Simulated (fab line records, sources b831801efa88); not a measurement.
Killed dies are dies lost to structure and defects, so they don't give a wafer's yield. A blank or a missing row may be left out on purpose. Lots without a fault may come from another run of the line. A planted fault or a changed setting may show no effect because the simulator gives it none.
One fault seen from 2 desks | flow gf180mcu | each desk has only its own numbers; what lay behind them comes last

THE TOOL OWNER'S DESK: wet_bench-03
The tool's own readings at GF_STI_WET_ETCH_28 (etches SiO2 in dHF, target depth 20 nm, time 40 s): means of the sampled wafers that have a number, for each lot that ran on this tool. A lot is out of limits, marked OUT, if its mean lies more than 4 standard deviations from the usual mean; the brackets give that distance.
Columns: A = run_length_s at GF_STI_WET_ETCH_28, usual 67.7 s
lot  | first seen here | A
L677 | day 3 05:58     | 66.1
L687 | day 5 10:04     | 44.5 (-9.3) OUT
L688 | day 5 13:58     | 51.0 (-6.7) OUT
L689 | day 5 20:23     | 44.8 (-9.2) OUT
This desk's finding: out of limits on L687, L688, L689; first on L687, day 5 10:04 (run_length_s at GF_STI_WET_ETCH_28). In limits: L677.

THE METROLOGY DESK
What the gauges read, lot by lot, whatever tool the lot ran on: means of the sampled wafers that have a number. A lot is out of limits, marked OUT, if its mean lies more than 4 standard deviations from the usual mean; the brackets give that distance.
Columns: A = STI_OXIDATION_01_THK at GF_STI_THK_MEAS_22, usual 15.12 nm; B = STI_CVD_23_THK at GF_STI_THK_MEAS_24, usual 651 nm; C = STI_OXIDATION_02_THK at GF_STI_THK_MEAS_30, usual 10.06 nm; D = DNWELL_TW at GF_DNWELL_TW_MEAS_09, usual 1352; E = NWELL_OVL at GF_NWELL_OVL_MEAS_07, usual -0.6 nm; F = NWELL_TW at GF_NWELL_TW_MEAS_11, usual 1576
lot  | first seen here | A     | B   | C     | D    | E    | F
L673 | day 2 11:08     | 15.07 | 651 | 9.97  | 1353 | -0.9 | 1615
L677 | day 3 04:55     | 14.66 | 644 | 9.85  | 1364 | -1.4 | 1566
L687 | day 5 09:00     | 14.97 | 648 | 9.89  | 1346 | -0.2 | 1559
L688 | day 5 12:55     | 15.13 | 653 | 9.98  | 1388 | 1.4  | 1619
L689 | day 5 18:45     | 15.17 | 654 | 10.01 | 1335 | 1.0  | 1558
L692 | day 6 11:03     | 15.41 | 647 | 10.06 | 1349 | -1.9 | 1566
L694 | day 6 20:23     | 15.28 | 647 | 10.18 | 1341 | 0.8  | 1613
This desk's finding: nothing out of limits on any of the 7 lots.

PUT TOGETHER
The tool owner's desk could have raised an alarm at day 5 10:04, on L687, L688, L689.
The metrology desk saw nothing out of limits.
The metrology desk has L687, L688, L689 on record, within its limits.
Of the lots named, all ran GF_STI_WET_ETCH_28 on wet_bench-03.

WHAT THE SIMULATOR HAD PUT IN
Process parameter drift: wet_bench-03, from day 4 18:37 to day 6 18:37, at GF_STI_WET_ETCH_28. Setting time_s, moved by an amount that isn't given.
Lots struck among those shown: L687, L688, L689.
Hours from the fault's start to each desk's first reading out of limits: the tool owner's desk, 15.
